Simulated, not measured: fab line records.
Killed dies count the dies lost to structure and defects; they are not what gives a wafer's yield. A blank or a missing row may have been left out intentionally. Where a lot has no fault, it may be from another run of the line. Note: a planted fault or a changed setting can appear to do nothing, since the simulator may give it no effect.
Matching of chambers / flow gf180mcu / GF_V3_CVD_02 on pecvd-01 has 3 sister chambers
The step deposits SiO2 from TEOS, target thk 850 nm, time 94.851 s. 20 wafers are shown with their chamber, then 10 later ones without.

WAFERS WITH THEIR CHAMBER
wafer=L074.2; chamber=2; heater_power_w (W)=574
wafer=L074.3; chamber=0; heater_power_w (W)=625
wafer=L074.5; chamber=0; heater_power_w (W)=678
wafer=L075.2; chamber=2; heater_power_w (W)=625
wafer=L075.3; chamber=1; heater_power_w (W)=533
wafer=L075.6; chamber=2; heater_power_w (W)=504
wafer=L077.1; chamber=0; heater_power_w (W)=677
wafer=L077.2; chamber=2; heater_power_w (W)=606
wafer=L077.6; chamber=2; heater_power_w (W)=635
wafer=L083.3; chamber=2; heater_power_w (W)=569
wafer=L083.5; chamber=2; heater_power_w (W)=621
wafer=L083.6; chamber=0; heater_power_w (W)=630
wafer=L085.3; chamber=0; heater_power_w (W)=751
wafer=L085.5; chamber=1; heater_power_w (W)=586
wafer=L085.6; chamber=0; heater_power_w (W)=597
wafer=L086.2; chamber=1; heater_power_w (W)=649
wafer=L086.5; chamber=1; heater_power_w (W)=530
wafer=L086.6; chamber=0; heater_power_w (W)=739
wafer=L087.1; chamber=1; heater_power_w (W)=646
wafer=L087.4; chamber=1; heater_power_w (W)=536

SIGNATURES (means of the wafers above)
reading=heater_power_w; chamber 0=671.00; chamber 1=580.00; chamber 2=590.57; scatter within a chamber=53.5
Rule: a wafer lies at a distance from a chamber equal to the root of the sum of squares, over the readings, of (its reading less the chamber's mean, divided by the reading's scatter). If the next closest chamber is less than 2 further off than the closest, the wafer can't be placed; otherwise it belongs to the closest. How the scatter is found: for the shown wafers, subtract from each reading the mean of its chamber, square and add these, divide the total by (wafers less chambers), then take the root.

WAFERS WITH NO CHAMBER GIVEN
wafer=L087.6; heater_power_w (W)=602
wafer=L089.1; heater_power_w (W)=674
wafer=L089.2; heater_power_w (W)=531
wafer=L089.4; heater_power_w (W)=579
wafer=L094.1; heater_power_w (W)=541
wafer=L094.5; heater_power_w (W)=528
wafer=L094.6; heater_power_w (W)=594
wafer=L095.1; heater_power_w (W)=664
wafer=L095.2; heater_power_w (W)=650
wafer=L095.4; heater_power_w (W)=506

CHAMBER TAKEN BY EACH
wafer=L087.6; from the rows above=can't be placed: 2 or 1 or 0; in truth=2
wafer=L089.1; from the rows above=can't be placed: 0 or 2 or 1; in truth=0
wafer=L089.2; from the rows above=can't be placed: 1 or 2 or 0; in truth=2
wafer=L089.4; from the rows above=can't be placed: 1 or 2 or 0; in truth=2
wafer=L094.1; from the rows above=can't be placed: 1 or 2 or 0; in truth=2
wafer=L094.5; from the rows above=can't be placed: 1 or 2 or 0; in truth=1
wafer=L094.6; from the rows above=can't be placed: 2 or 1 or 0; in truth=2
wafer=L095.1; from the rows above=can't be placed: 0 or 2 or 1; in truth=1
wafer=L095.2; from the rows above=can't be placed: 0 or 2 or 1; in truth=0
wafer=L095.4; from the rows above=can't be placed: 1 or 2 or 0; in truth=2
Correctly placed: 0 of 10. Cannot be placed on the basis of these rows: 10; the candidates contain the true chamber in 10. Wrongly placed: 0.
